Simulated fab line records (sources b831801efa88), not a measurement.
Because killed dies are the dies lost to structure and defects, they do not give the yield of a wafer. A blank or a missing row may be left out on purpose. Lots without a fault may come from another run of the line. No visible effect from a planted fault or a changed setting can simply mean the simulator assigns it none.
What tool caused it? || flow sky130 || 18 wafers from 6 lots sampled at 3 of the route's 708 steps

WHAT EACH GAUGE READ, for each wafer
SKY_VT_ADJUST_HVTR_OVL_MEAS_08.
{"lot": "L544", "measured": "day 10 20:46", "on": "overlay-02", "VT_ADJUST_HVTR_OVL (nm)": "-1.9 -0.2 -0.1"}
{"lot": "L548", "measured": "day 12 12:25", "on": "overlay-02", "VT_ADJUST_HVTR_OVL (nm)": "1.8 1.2 1.4"}
{"lot": "L556", "measured": "day 14 20:00", "on": "overlay-02", "VT_ADJUST_HVTR_OVL (nm)": "-2.2 0.6 -1.8"}
{"lot": "L558", "measured": "day 15 15:25", "on": "overlay-01", "VT_ADJUST_HVTR_OVL (nm)": "-1.4 -2.2 -0.5"}
{"lot": "L560", "measured": "day 15 21:19", "on": "overlay-02", "VT_ADJUST_HVTR_OVL (nm)": "-0.5 0.3 -1.1"}
{"lot": "L563", "measured": "day 16 08:19", "on": "overlay-02", "VT_ADJUST_HVTR_OVL (nm)": "0.2 -0.6 1.6"}

TOOL THAT RAN EACH LOT (tool first, then ch and the chambers of the sampled wafers, then the start)
{"lot": "L544", "SKY_FIELD_ISO_ETCH_17": "rie_si-01 ch 0,2,3, day 2 22:32", "SKY_NWELL_IMPLANT_11": "implanter-04 ch 0, day 5 18:57"}
{"lot": "L548", "SKY_FIELD_ISO_ETCH_17": "rie_si-02 ch 0,2, day 3 22:14", "SKY_NWELL_IMPLANT_11": "implanter-04 ch 0, day 6 22:07"}
{"lot": "L556", "SKY_FIELD_ISO_ETCH_17": "rie_si-01 ch 0,1, day 5 14:22", "SKY_NWELL_IMPLANT_11": "implanter-02 ch 0, day 8 19:50"}
{"lot": "L558", "SKY_FIELD_ISO_ETCH_17": "rie_si-01 ch 0,1,2, day 5 20:37", "SKY_NWELL_IMPLANT_11": "implanter-02 ch 0, day 9 11:29"}
{"lot": "L560", "SKY_FIELD_ISO_ETCH_17": "rie_si-01 ch 0,1, day 6 08:56", "SKY_NWELL_IMPLANT_11": "implanter-04 ch 0, day 9 16:21"}
{"lot": "L563", "SKY_FIELD_ISO_ETCH_17": "rie_si-02 ch 0,1,2, day 7 00:38", "SKY_NWELL_IMPLANT_11": "implanter-01 ch 0, day 10 00:54"}
- SKY_FIELD_ISO_ETCH_17: etches Si in HBr/Cl2/O2, target depth 342 nm, time 97.7 s.
- SKY_NWELL_IMPLANT_11

THE ANSWER, worked out from the rows above alone
Rule: usual is defined by the lots themselves. Put in order of their means at a reading, lots are off if they are a third of the lots or fewer, leave a main group of 4 or more, and stand apart from it by a gap of 3 or more times the standard deviation of the main group's means; of several such gaps the widest counts. Not used: any main group whose means are identical at the precision the tables above print for the reading. A lot without any number at a reading at which 4 lots or more have one is off too. The other lots that the step has rows for count as sound.
No lot is off on any of the readings shown, so nothing can be concluded from this.

WHAT THE SIMULATOR HAD PUT IN
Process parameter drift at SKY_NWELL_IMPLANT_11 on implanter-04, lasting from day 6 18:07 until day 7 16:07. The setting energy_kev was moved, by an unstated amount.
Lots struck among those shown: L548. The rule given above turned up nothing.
